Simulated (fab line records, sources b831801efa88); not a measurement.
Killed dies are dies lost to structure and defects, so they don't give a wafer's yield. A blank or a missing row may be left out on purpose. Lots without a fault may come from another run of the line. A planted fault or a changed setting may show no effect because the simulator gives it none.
A struck lot beside a sound one | flow sky130 | 18 steps out of a route of 708
Sound: wafers L322.1, L322.3, L322.6. Struck: wafers L328.3, L328.5, L328.6. The cause comes at the end.
At each step with rows: each side's tool, then ch and its chambers, then its first start. Under that, the readings that differ: sound wafers | struck wafers | difference of the means | sigmas: that difference in standard deviations of wafers without a fault.
alike: readings whose means differ by less than 2 such deviations, and words and numbers that are the same on both sides. not compared: withheld readings, readings that some wafer has no value for, bounds like >300 that may hide the same value, and numbers for which the record gives no deviation and whose values overlap.
The two part at a step that has a row with sigmas, a row that says differs or no value, or rows on one side only. Numbers that don't overlap but have no deviation are shown without sigmas and don't part them. A reading that every wafer of one side lacks parts them only if that side has two wafers or more.

first, 3 steps without rows for these wafers: SKY_POLY_CUT_EXPOSE_05 (exposes mask NPCM, target cd 270 nm); SKY_POLY_CUT_PEB_06; SKY_POLY_CUT_DEVELOP_07 (develop time 60 s).
SKY_POLY_CUT_CD_MEAS_08: target cd 270 nm.
  sound on cd_sem-02, day 26 06:19; struck on cd_sem-01, day 28 03:50
  alike: cd_nm
SKY_POLY_CUT_OVL_MEAS_09:
  sound on overlay-01, day 26 06:26; struck on overlay-01, day 28 03:55
  alike: POLY_CUT_OVL
SKY_POLY_CUT_ETCH_10: etches BARC in N2/H2, stops on SiO2, time 45.9 s, target depth 60 nm.
  sound on rie_diel-01 ch 0,3, day 26 06:28; struck on rie_diel-01 ch 0,2,3, day 28 03:57
  alike: drypump_motor_current_A, oes_product_au, rf_fwd_power_W, throttle_valve_pct
  not compared: rf_hours_counter_h
SKY_POLY_CUT_ETCH_11: etches Si3N4 in CF4/CH2F2/Ar, stops on poly-Si, time 42.5 s, target depth 60 nm.
  sound on rie_diel-01 ch 0,3, day 26 06:31; struck on rie_diel-01 ch 0,2,3, day 28 03:59
  alike: drypump_motor_current_A, oes_product_au, rf_fwd_power_W, throttle_valve_pct
  not compared: rf_hours_counter_h
SKY_POLY_CUT_STRIP_12: strips in O2/N2.
  sound on plasma_asher-01 ch 0, day 26 06:33; struck on plasma_asher-04 ch 0,1, day 28 04:04
  alike: drypump_motor_current_A, oes_product_au, strip_time_to_endpoint_s
  not compared: rf_hours_counter_h
then, 4 steps without rows for these wafers: SKY_SD_P_DEHYDRATE_00 (time 60 s); SKY_SD_P_HMDS_01 (prime time 60 s); SKY_SD_P_COAT_02 (resist thk 1140 nm); SKY_SD_P_SOFTBAKE_03 (time 60 s).
SKY_SD_P_EXPOSE_04: exposes mask PSDM, target cd 380 nm.
  sound on iline_stepper-02 ch 0, day 26 21:11; struck on iline_stepper-02 ch 0, day 28 18:32
  reading | sound                | struck                        | difference | sigmas
  mask    | PSDM#0 PSDM#0 PSDM#0 | PSDM_R1#0 PSDM_R1#0 PSDM_R1#0 | differs    |
then, 2 steps without rows for these wafers: SKY_SD_P_PEB_05; SKY_SD_P_DEVELOP_06 (develop time 60 s).
SKY_SD_P_CD_MEAS_07: target cd 380 nm.
  sound on cd_sem-01, day 27 11:14; struck on cd_sem-01, day 29 08:39
  reading    | sound             | struck            | difference | sigmas
  cd_nm (nm) | 380.1 379.1 379.9 | 305.8 306.8 306.5 | -73.3      | -28
SKY_SD_P_OVL_MEAS_08:
  sound on overlay-02, day 27 11:22; struck on overlay-01, day 29 08:44
  alike: SD_P_OVL
-- the record jumps here: 19 days lie between the struck wafers' starts before and after (it left off in module SD_P and takes up again in module PAD_OPEN, whose first step shown is number 708 of the route) --
SKY_PAD_OPEN_PROBE_99:
  the record has rows for the struck wafers here (prober-01, day 48 14:11) and none for the sound ones

WHERE THEY PART
First at SKY_SD_P_EXPOSE_04; last, within this record, at SKY_PAD_OPEN_PROBE_99.

WHY: what the simulator had put in
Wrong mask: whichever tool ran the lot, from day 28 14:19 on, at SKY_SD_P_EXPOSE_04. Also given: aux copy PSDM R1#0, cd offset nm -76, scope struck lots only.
